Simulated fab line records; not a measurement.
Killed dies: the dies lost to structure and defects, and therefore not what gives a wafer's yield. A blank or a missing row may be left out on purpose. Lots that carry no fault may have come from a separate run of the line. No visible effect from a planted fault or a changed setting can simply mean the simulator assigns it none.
Which of the tools did it? -- flow sky130 -- 12 lots with 36 wafers sampled at 3 steps, on a route of 708 steps

## WHAT EACH GAUGE READ, for each wafer
SKY_VT_ADJUST_HVTR_TW_MEAS_11. Usual: VT_ADJUST_HVTR_TW 210.8, standard deviation 1.2.
lot,measured,on,VT_ADJUST_HVTR_TW,flag
L532,day 9 18:50,film metro-02,212.3 212.4 213.0,
L534,day 10 09:06,film metro-01,211.0 210.3 210.9,
L535,day 10 12:55,film metro-02,211.4 210.9 210.4,
L536,day 10 23:31,film metro-02,210.9 212.8 211.3,
L537,day 11 04:47,film metro-01,209.6 210.1 209.2,
L539,day 11 18:41,film metro-03,211.7 209.7 211.1,
L540,day 11 21:29,film metro-01,210.4 211.9 210.6,
L543,day 13 02:16,film metro-01,195.4 195.3 195.1,OFF
L544,day 13 09:46,film metro-03,194.6 196.1 195.5,OFF
L550,day 15 11:11,film metro-02,211.4 211.5 211.7,
L551,day 15 19:41,film metro-02,211.8 212.3 212.2,
L554,day 16 12:13,film metro-02,212.7 211.2 211.6,

SKY_VIA1_OVL_MEAS_13. Usual: VIA1_OVL 2 nm, standard deviation 5.5.
lot,measured,on,VIA1_OVL (nm),flag
L532,day 34 04:20,overlay-02,7 6 3,
L534,day 34 21:40,overlay-01,3 1 3,
L535,day 34 20:43,overlay-02,1 2 2,
L536,day 35 08:20,overlay-02,-1 0 17,
L537,day 35 21:24,overlay-02,-1 6 11,
L539,day 36 19:04,overlay-01,1 6 0,
L540,day 36 18:07,overlay-02,-6 7 4,
L543,day 37 14:08,overlay-02,7 -3 -11,
L544,day 38 00:52,overlay-01,-1 9 3,
L550,day 40 00:56,overlay-01,-4 -10 -8,
L551,day 40 07:03,overlay-01,-3 -5 2,
L554,day 40 16:28,overlay-01,4 11 7,

## TOOL THAT RAN EACH LOT (tool first, then ch and the chambers of the sampled wafers, then the start)
lot,SKY_VT_ADJUST_HVTR_IMPLANT_09
L532,"implanter-02 ch 0, day 9 18:37"
L534,"implanter-03 ch 0, day 10 08:51"
L535,"implanter-03 ch 0, day 10 12:40"
L536,"implanter-03 ch 0, day 10 23:16"
L537,"implanter-03 ch 0, day 11 04:32"
L539,"implanter-03 ch 0, day 11 18:26"
L540,"implanter-03 ch 0, day 11 21:14"
L543,"implanter-03 ch 0, day 13 02:01"
L544,"implanter-03 ch 0, day 13 09:31"
L550,"implanter-04 ch 0, day 15 10:58"
L551,"implanter-04 ch 0, day 15 19:28"
L554,"implanter-03 ch 0, day 16 11:58"
- SKY_VT_ADJUST_HVTR_IMPLANT_09

## WHAT THE TOOLS THEMSELVES READ (means of the sampled wafers that have a number; where no wafer has one, the mark that the record gives instead)
SKY_VT_ADJUST_HVTR_IMPLANT_09. Usual: beam on s 9.97 s, standard deviation 0.2; faraday current uA 11.88, standard deviation 0.24.
lot,tool,beam on s (s),faraday current uA,flag
L532,implanter-02,9.85,12.04,
L534,implanter-03,10.01,11.84,
L535,implanter-03,9.82,12.06,
L536,implanter-03,9.85,12.01,
L537,implanter-03,9.91,11.95,
L539,implanter-03,9.94,11.91,
L540,implanter-03,10.11,11.72,
L543,implanter-03,7.63,15.51,OFF
L544,implanter-03,7.61,15.57,OFF
L550,implanter-04,9.87,11.97,
L551,implanter-04,9.83,12.02,
L554,implanter-03,10.08,11.75,

## THE ANSWER, worked out from the rows above alone
Rule: lot off if the mean of its wafers having a number is beyond 3 standard deviations from the usual mean. A lot without any number at a reading at which 4 lots or more have one is off too. Where the step has rows for the other lots, those lots are counted as sound. After the gauges, taken in route order, come the tools' own readings; for these a lot's mean is taken, as printed above. At the first step where some lot is off, the reading lying furthest off is the one used; lots without a number count as furthest.
Off: L543, L544, seen at SKY_VT_ADJUST_HVTR_TW_MEAS_11 (VT_ADJUST_HVTR_TW).
A tool fits if, at a process step before that reading, it ran every lot that is off, and no sound lot after the first of them. The gauges at SKY_VT_ADJUST_HVTR_TW_MEAS_11 aren't tried: what is off there is off at SKY_VT_ADJUST_HVTR_IMPLANT_09 too, on other tools, and a gauge's error can't cause that. No candidate that was tried fits.

## WHAT THE SIMULATOR PUT IN
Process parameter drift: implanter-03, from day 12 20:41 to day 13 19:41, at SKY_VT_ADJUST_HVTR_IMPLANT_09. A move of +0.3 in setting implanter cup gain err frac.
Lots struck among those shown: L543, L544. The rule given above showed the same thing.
